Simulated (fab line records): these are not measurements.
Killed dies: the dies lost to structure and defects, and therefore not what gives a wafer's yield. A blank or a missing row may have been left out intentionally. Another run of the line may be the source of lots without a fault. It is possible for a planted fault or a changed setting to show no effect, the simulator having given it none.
Which of the tools did it?    flow sky130    12 lots with 36 wafers sampled at 3 steps, on a route of 708 steps

## WHAT THE GAUGES SHOWED, per wafer
SKY_METAL1_THK_MEAS_06: measures by xrf. Usual: METAL1_ALCU_THK typically reads 251.1 nm, with standard deviation 2.9.
lot   measured      on             METAL1_ALCU_THK (nm)  flag
L708  day 32 10:16  film_metro-02  254.3 253.2 249.2     
L713  day 33 20:27  film_metro-02  248.6 249.8 249.3     
L715  day 34 04:31  film_metro-04  248.4 247.1 247.8     
L716  day 34 17:56  film_metro-04  252.1 257.5 251.4     
L717  day 34 20:24  film_metro-02  251.6 250.5 249.9     
L723  day 36 10:12  film_metro-03  252.3 253.8 253.1     
L722  day 36 12:07  film_metro-03  245.6 250.1 256.3     
L726  day 37 12:14  film_metro-02  251.0 255.4 250.0     
L724  day 37 15:39  film_metro-02  255.4 253.8 250.8     
L729  day 38 07:01  film_metro-02  247.5 249.4 249.3     
L730  day 38 11:02  film_metro-04  247.1 250.9 247.3     
L731  day 38 12:35  film_metro-03  250.8 249.7 250.4     

SKY_VIA1_RS_MEAS_22: the measuring method here is four-point-probe. Usual: VIA1_W_RS typically reads 0.427 ohm/sq, with standard deviation 0.0073.
lot   measured      on             VIA1_W_RS (ohm/sq)  flag
L708  day 34 16:26  film_metro-03  0.418 0.434 0.415   
L713  day 36 02:46  film_metro-04  0.416 0.421 0.430   
L715  day 36 10:02  film_metro-01  0.426 0.417 0.432   
L716  day 36 23:03  film_metro-01  0.439 0.437 0.447   
L717  day 37 02:36  film_metro-03  0.437 0.426 0.428   
L723  day 38 14:38  film_metro-03  0.436 0.436 0.432   
L722  day 38 17:32  film_metro-03  0.430 0.428 0.428   
L726  day 39 16:51  film_metro-03  0.427 0.421 0.434   
L724  day 39 18:59  film_metro-03  0.415 0.431 0.432   
L729  day 40 10:04  film_metro-04  0.413 0.415 0.432   
L730  day 40 14:00  film_metro-01  0.425 0.420 0.414   
L731  day 40 16:19  film_metro-01  0.418 0.423 0.428   

## TOOL THAT RAN EACH LOT (tool first, then ch and the chambers of the sampled wafers, then the start)
lot   SKY_METAL1_METAL_ETCH_19
L708  rie_metal-02 ch 0,1, day 33 13:01
L713  rie_metal-03 ch 0,1, day 34 22:36
L715  rie_metal-01 ch 0,1, day 35 06:56
L716  rie_metal-01 ch 0,1, day 35 19:36
L717  rie_metal-03 ch 1, day 35 22:27
L723  rie_metal-02 ch 0, day 37 11:20
L722  rie_metal-02 ch 0,1, day 37 14:26
L726  rie_metal-01 ch 1, day 38 13:45
L724  rie_metal-03 ch 0,1, day 38 16:53
L729  rie_metal-02 ch 0, day 39 07:15
L730  rie_metal-01 ch 0,1, day 39 11:03
L731  rie_metal-03 ch 0,1, day 39 12:52
- SKY_METAL1_METAL_ETCH_19: etches the open film in Cl2/BCl3, stops on SiO2, target depth 360 nm, time 78 s.

## WHAT THE TOOLS THEMSELVES READ (means of the sampled wafers that have a number; where no wafer has one, the mark that the record gives instead)
SKY_METAL1_METAL_ETCH_19. Usual: drypump_motor_current_A 5.78 A, standard deviation 0.23; oes_product_au 0.854 a.u., standard deviation 0.0066; throttle_valve_pct 22.265 %, standard deviation 0.0096.
lot   tool          drypump_motor_current_A (A)  oes_product_au (a.u.)  throttle_valve_pct (%)  flag
L708  rie_metal-02  5.68                         0.853                  22.260                  
L713  rie_metal-03  5.96                         0.849                  22.264                  
L715  rie_metal-01  5.91                         0.852                  22.268                  
L716  rie_metal-01  5.91                         0.851                  22.257                  
L717  rie_metal-03  5.86                         0.855                  22.262                  
L723  rie_metal-02  5.71                         0.858                  22.262                  
L722  rie_metal-02  5.66                         0.856                  22.264                  
L726  rie_metal-01  5.49                         0.854                  22.273                  
L724  rie_metal-03  5.96                         0.859                  22.265                  
L729  rie_metal-02  5.69                         0.847                  22.254                  
L730  rie_metal-01  5.91                         0.851                  22.278                  
L731  rie_metal-03  5.97                         0.853                  22.263                  

## THE ANSWER, worked out from the rows above alone
Rule: a lot is off if the mean of its wafers that have a number lies more than 3 standard deviations from the usual mean. Also off: a lot with no number at a reading for which 4 or more lots have one. All remaining lots with rows at the step are treated as sound. After the gauges, taken in route order, come the tools' own readings; for these a lot's mean is taken, as printed above. At the first step where some lot is off, the reading lying furthest off is the one used; lots without a number count as furthest.
No lot is off on any of the readings shown, so nothing can be concluded from this.

## WHAT THE SIMULATOR HAD INSERTED
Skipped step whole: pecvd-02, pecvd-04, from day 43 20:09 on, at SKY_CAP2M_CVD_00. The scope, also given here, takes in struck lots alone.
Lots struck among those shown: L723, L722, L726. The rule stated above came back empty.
